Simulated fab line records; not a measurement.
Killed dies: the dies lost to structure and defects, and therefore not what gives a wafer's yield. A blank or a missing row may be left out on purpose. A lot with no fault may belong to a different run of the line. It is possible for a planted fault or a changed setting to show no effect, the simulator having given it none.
A single fault, viewed from 2 desks -- flow sfqLine -- numbers are kept per desk, each desk with only its own; the story behind them comes last

## METROLOGY DESK
What the gauges read, lot by lot, whatever tool the lot ran on: means of the sampled wafers that have a number. Marked OUT: a lot whose mean sits more than 4 standard deviations from the usual mean, which makes it out of limits; the brackets give that distance.
Columns: A = L0_MONX_KI_RS at SFQ_L0_RS_MEAS_901, usual 43.5 ohm/sq; B = L0_MONX_KI_THK at SFQ_L0_THK_MEAS_902, usual 40.3 nm
lot,first seen here,A,B
L811,day 1 12:37,43.6,40.4
L812,day 1 17:34,44.1,39.7
L814,day 2 03:34,43.3,40.2
L815,day 2 08:34,43.6,40.3
L816,day 2 13:35,43.0,40.8
L817,day 2 18:34,43.6,40.3
L820,day 3 09:37,43.4,40.4
L821,day 3 14:35,43.0,40.7
L824,day 4 05:36,43.3,40.4
L827,day 4 20:34,43.4,40.6
L831,day 5 16:36,38.8 (-12) OUT,47.0 (+19) OUT
L832,day 5 21:36,33.9 (-25) OUT,53.6 (+37) OUT
L833,day 6 02:34,44.2,39.8
L834,day 6 07:34,43.7,40.2
This desk's result: L831, L832 out of limits, first on L831 (L0_MONX_KI_RS at SFQ_L0_RS_MEAS_901), day 5 16:36. In limits: L811, L812, L814, L815, L816, L817, L820, L821, L824, L827, L833, L834.

## THE TOOL OWNER'S DESK: pvdSputter-06
The tool's own readings at SFQ_TRILAYER_L0_DEP_SPUTTER_003 (material MoNx KI, target thk 40 nm, time 100 s): means of the sampled wafers that have a number, for each lot that ran on this tool. Marked OUT: a lot whose mean sits more than 4 standard deviations from the usual mean, which makes it out of limits; the brackets give that distance.
Columns: A = chamberPressurePa at SFQ_TRILAYER_L0_DEP_SPUTTER_003, usual 0.4000 Pa; B = throttleValvePct at SFQ_TRILAYER_L0_DEP_SPUTTER_003, usual 30.3 %
lot,first seen here,A,B
L811,day 1 12:29,0.3991,30.9
L812,day 1 17:29,0.4004,30.3
L815,day 2 08:29,0.4004,30.4
L816,day 2 13:29,0.4007,30.6
L820,day 3 09:29,0.3991,30.3
L821,day 3 14:29,0.3996,30.2
L824,day 4 05:29,0.3995,30.1
L827,day 4 20:29,0.4003,30.7
L831,day 5 16:29,0.3997,30.9
L832,day 5 21:29,0.4005,30.5
Result from this desk: across the 10 lots, nothing is out of limits.

## TAKEN TOGETHER
On L831, L832, the metrology desk was in a position to raise an alarm at day 5 16:36.
The tool owner's desk saw nothing out of limits.
On record at the tool owner's desk: L831, L832, within its limits.
The lots listed all ran SFQ_TRILAYER_L0_DEP_SPUTTER_003 on pvdSputter-06.

## WHAT HAD BEEN PUT IN BY THE SIMULATOR
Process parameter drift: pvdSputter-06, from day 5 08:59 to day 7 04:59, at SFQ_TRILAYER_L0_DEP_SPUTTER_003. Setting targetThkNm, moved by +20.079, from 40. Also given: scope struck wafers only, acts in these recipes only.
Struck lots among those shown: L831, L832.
Hours from the fault's start to each desk's first reading out of limits: the metrology desk, 8.
